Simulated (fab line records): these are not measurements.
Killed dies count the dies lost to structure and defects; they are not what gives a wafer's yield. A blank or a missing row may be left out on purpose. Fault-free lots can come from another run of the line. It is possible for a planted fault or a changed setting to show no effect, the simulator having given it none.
Which tool is to blame? + flow gf180mcu + Sampling: 6 lots, 18 wafers, 3 of 602 route steps

== WHAT THE GAUGES READ, wafer by wafer ==
GF_HV_LDD_RS_MEAS_53: uses a four-point probe to measure.
| lot  | measured     | on           | HV_LDD_RS (ohm/sq) |
|------|--------------|--------------|--------------------|
| L563 | day 14 06:05 | filmMetro-03 | 417.4 418.0 420.1  |
| L567 | day 15 18:56 | filmMetro-03 | 418.5 417.9 417.6  |
| L570 | day 16 05:37 | filmMetro-01 | 418.0 416.8 417.9  |
| L576 | day 18 07:27 | filmMetro-04 | - - -              |
| L579 | day 19 15:56 | filmMetro-04 | 416.7 416.3 417.0  |
| L581 | day 20 07:17 | filmMetro-01 | 417.6 417.1 416.7  |

== TOOL THAT RAN EACH LOT (tool first, then ch and the chambers of the sampled wafers, then the start) ==
| lot  | GF_HV_LDD_IMPLANT_36            | GF_HV_LDD_STRIP_49                  |
|------|---------------------------------|-------------------------------------|
| L563 | implanter-02 ch 0, day 13 07:38 | plasmaAsher-04 ch 1, day 14 05:49   |
| L567 | implanter-04 ch 0, day 14 19:04 | plasmaAsher-03 ch 0,1, day 15 18:40 |
| L570 | implanter-04 ch 0, day 15 06:13 | plasmaAsher-04 ch 0,1, day 16 05:19 |
| L576 | implanter-04 ch 0, day 17 06:37 | plasmaAsher-02 ch 0,1, day 18 07:08 |
| L579 | implanter-02 ch 0, day 18 14:07 | plasmaAsher-02 ch 0,1, day 19 15:40 |
| L581 | implanter-01 ch 0, day 19 06:16 | plasmaAsher-03 ch 0,1, day 20 07:00 |
- GF_HV_LDD_IMPLANT_36
- GF_HV_LDD_STRIP_49: strips in O2/N2.

== THE ANSWER, worked out from the rows above alone ==
Rule: the lots themselves supply what counts as usual. Put in order of their means at a reading, lots are off if they are a third of the lots or fewer, leave a main group of 4 or more, and stand apart from it by a gap of 3 or more times the standard deviation of the main group's means; of several such gaps the widest counts. A main group is skipped when, at the precision printed for the reading in the tables above, its means are all equal. A lot without any number at a reading at which 4 lots or more have one is off too. All remaining lots with rows at the step are treated as sound.
Off: L576, seen at GF_HV_LDD_RS_MEAS_53 (HV_LDD_RS). Without a number there: L576. Main group: mean 417.6 ohm/sq, sd 0.64.
If a tool, at a process step before that reading, ran all the lots that are off and no sound lot after the first of them, it fits. Gauges at GF_HV_LDD_RS_MEAS_53: tried the same way as those tools. One candidate fits, namely implanter-04 at GF_HV_LDD_IMPLANT_36. Its last sound lot is L570 (day 15 06:13), its first lot that is off L576 (day 17 06:37): a fault that began between those two fits.

== WHAT HAD BEEN PUT IN BY THE SIMULATOR ==
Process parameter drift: implanter-04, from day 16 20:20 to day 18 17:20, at GF_HV_LDD_IMPLANT_36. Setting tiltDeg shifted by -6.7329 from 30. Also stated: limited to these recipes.
Shown lots that were struck: L576. The rule above reached the same finding.
